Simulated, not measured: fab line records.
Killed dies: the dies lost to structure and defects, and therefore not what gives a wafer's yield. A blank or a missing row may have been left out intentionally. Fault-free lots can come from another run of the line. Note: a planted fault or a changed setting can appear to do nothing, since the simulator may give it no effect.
Chamber matching -- flow sfq_line -- pecvd-04 running SFQ_TRILAYER_A5C_DEP_PECVD_142: 3 sister chambers
The step deposits SiO2 from SiH4/N2O, time 15.556 s, target thk 70 nm. 16 wafers are shown with their chamber, then 8 later ones without.

EACH WAFER AND ITS CHAMBER
wafer,chamber,heater_power_w (W),throttle_valve_pct (%)
L949.1,1,129,24.7
L949.5,2,88,25.4
L949.6,1,129,24.7
L950.1,0,77,26.3
L950.5,1,130,24.9
L950.6,2,92,25.3
L952.1,2,98,25.5
L952.2,0,68,26.3
L952.5,2,97,25.7
L954.1,2,90,25.3
L954.4,0,81,26.7
L954.6,1,128,24.7
L957.4,2,96,25.6
L957.5,0,82,26.3
L957.6,2,95,25.7
L963.4,0,74,26.5

SIGNATURES (means of the wafers above)
reading,chamber 0,chamber 1,chamber 2,scatter within a chamber
heater_power_w,76.40,129.00,93.71,4.08
throttle_valve_pct,26.420,24.750,25.500,0.161
Rule: a wafer's distance from a chamber is the root of the sum, over the readings, of the square of ((its reading less the chamber's mean) divided by the reading's scatter). The wafer belongs to the nearest chamber; if the next one is less than 2 further off, it can't be placed. The scatter: take each reading less its chamber's mean, square it, sum over the shown wafers, divide by the number of wafers less the number of chambers, and take the root.

WAFERS WHOSE CHAMBER IS MISSING
wafer,heater_power_w (W),throttle_valve_pct (%)
L963.5,131,25.0
L963.6,81,25.6
L968.1,69,26.5
L968.3,92,25.8
L968.6,70,26.6
L971.4,81,26.3
L971.5,85,25.6
L971.6,121,24.7

THE CHAMBER EACH PASSED THROUGH
wafer,from the rows above,in truth
L963.5,1,1
L963.6,2,2
L968.1,0,0
L968.3,2,2
L968.6,0,0
L971.4,0,0
L971.5,2,2
L971.6,1,1
Placed correctly: 8 of 8. Left unplaced by these rows: 0. Placed wrongly: 0.
